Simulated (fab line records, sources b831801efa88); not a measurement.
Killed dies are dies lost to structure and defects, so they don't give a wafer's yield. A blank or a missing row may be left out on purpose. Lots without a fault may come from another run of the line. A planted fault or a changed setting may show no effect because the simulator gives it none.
Chamber matching | flow sfq_line | SFQ_TRILAYER_I2_CMP_CMP_064 on cmp-02: 4 sister chambers
The step polishes SiO2. 8 wafers are shown with their chamber, then 9 later ones without.

WAFERS WITH THEIR CHAMBER
wafer  | chamber | motor_current_A (A) | time_to_endpoint_s (s)
L707.6 | 2       | 11.0                | 214
L712.1 | 1       | 9.9                 | 219
L712.6 | 3       | 11.1                | 227
L715.4 | 2       | 10.9                | 225
L715.2 | 1       | 10.2                | 222
L715.6 | 3       | 11.7                | 225
L717.4 | 0       | 11.0                | 192
L720.3 | 0       | 10.7                | 218

WAFERS WITHOUT THEIR CHAMBER
wafer  | motor_current_A (A) | time_to_endpoint_s (s)
L720.4 | 11.0                | 226
L720.6 | 11.6                | 224
L722.4 | 10.1                | 197
L725.2 | 11.4                | 216
L725.3 | 10.9                | 209
L725.4 | 9.9                 | 220
L727.2 | 9.9                 | 217
L727.3 | 10.3                | 208
L727.5 | 10.5                | 208

WHICH CHAMBER EACH WENT THROUGH
wafer  | from the rows above          | in truth
L720.4 | can't be placed: 2 or 3 or 0 | 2
L720.6 | can't be placed: 3 or 2      | 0
L722.4 | can't be placed: 1 or 0 or 2 | 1
L725.2 | can't be placed: 3 or 2 or 0 | 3
L725.3 | can't be placed: 0 or 2      | 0
L725.4 | 1                            | 1
L727.2 | 1                            | 1
L727.3 | can't be placed: 1 or 0 or 2 | 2
L727.5 | can't be placed: 0 or 2 or 1 | 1
Placed correctly: 2 of 9. Can't be placed from these rows: 7 (the true chamber is among the candidates in 6). Placed wrongly: 0.
How it was worked out, from the rows above alone: a wafer's distance from a chamber is the root of the sum, over the readings, of the square of ((its reading less the chamber's mean) divided by the reading's scatter). The wafer belongs to the nearest chamber; if the next one is less than 2 further off, it can't be placed. A chamber's mean is the mean of its shown wafers. The scatter: the root of (the sum of the squares of (reading less its chamber's mean) over the shown wafers, divided by (wafers less chambers)).
